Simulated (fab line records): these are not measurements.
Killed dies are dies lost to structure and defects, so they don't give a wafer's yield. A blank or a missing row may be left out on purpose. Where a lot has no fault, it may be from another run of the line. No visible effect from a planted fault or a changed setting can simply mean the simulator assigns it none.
One fault through the eyes of 2 desks || flow gf180mcu || every desk sees just its own numbers, and what lay behind them comes last

## DESK OF THE TOOL OWNER: implanter-04
The tool's own readings at GF_HV_LDD_IMPLANT_36, given as means over the sampled wafers that have a number, one for each lot that went through this tool. The brackets show how far a lot's mean lies from the usual mean; more than 4 standard deviations puts the lot out of limits, marked OUT.
Columns: A = doseIonsCm2 at GF_HV_LDD_IMPLANT_36, usual 7.501e+12; B = faradayCurrentUA at GF_HV_LDD_IMPLANT_36, usual 42.3
{"lot": "L425", "first seen here": "day 12 12:13", "A": 7.495e+12, "B": 42.7}
{"lot": "L433", "first seen here": "day 15 03:59", "A": "7.872e+12 (+41) OUT", "B": 44.7}
{"lot": "L435", "first seen here": "day 15 19:13", "A": "7.888e+12 (+43) OUT", "B": 44.7}
This desk's finding: out of limits on L433, L435; first on L433, day 15 03:59 (doseIonsCm2 at GF_HV_LDD_IMPLANT_36). In limits: L425.

## FROM THE METROLOGY DESK
Means of the sampled wafers that have a number, per lot and without regard to the tool the lot ran on: this is what the gauges read. The brackets show how far a lot's mean lies from the usual mean; more than 4 standard deviations puts the lot out of limits, marked OUT.
Columns: A = MVPSD_TW at GF_MVPSD_TW_MEAS_11, usual 557.0; B = NWELL_RS at GF_VT_IMPLANT_RS_MEAS_47, usual 487.4 ohm/sq
{"lot": "L422", "first seen here": "day 4 23:50", "A": 561.2, "B": 487.8}
{"lot": "L423", "first seen here": "day 5 06:16", "A": 556.9, "B": 489.4}
{"lot": "L424", "first seen here": "day 5 11:50", "A": 554.1, "B": 488.9}
{"lot": "L425", "first seen here": "day 5 19:03", "A": 551.7, "B": 486.2}
{"lot": "L427", "first seen here": "day 6 04:51", "A": 555.0, "B": 488.2}
{"lot": "L428", "first seen here": "day 6 11:32", "A": 558.3, "B": 487.2}
{"lot": "L433", "first seen here": "day 7 21:29", "A": 558.0, "B": 487.4}
{"lot": "L435", "first seen here": "day 8 07:47", "A": 555.3, "B": 488.0}
{"lot": "L436", "first seen here": "day 8 15:38", "A": 558.5, "B": 486.4}
{"lot": "L438", "first seen here": "day 9 04:17", "A": 554.4, "B": 487.8}
{"lot": "L443", "first seen here": "day 10 13:03", "A": 556.4, "B": 485.9}
{"lot": "L444", "first seen here": "day 10 13:25", "A": 556.4, "B": 487.0}
{"lot": "L445", "first seen here": "day 10 17:02", "A": 558.0, "B": 487.2}
This desk found nothing out of limits on any of the 13 lots.

## PUT TOGETHER
On L433, L435, at day 15 03:59, an alarm was possible from the tool owner's desk.
Metrology desk: nothing out of limits seen.
The metrology desk holds a record of L433, L435, inside its limits.
GF_HV_LDD_IMPLANT_36 was run on implanter-04 by each of the lots named.

## WHAT THE SIMULATOR PUT IN
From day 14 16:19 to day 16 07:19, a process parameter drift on implanter-04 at GF_HV_LDD_IMPLANT_36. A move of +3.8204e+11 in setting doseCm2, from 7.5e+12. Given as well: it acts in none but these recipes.
Lots struck among those shown: L433, L435.
Hours from the fault's start to each desk's first reading out of limits: the tool owner's desk, 12.
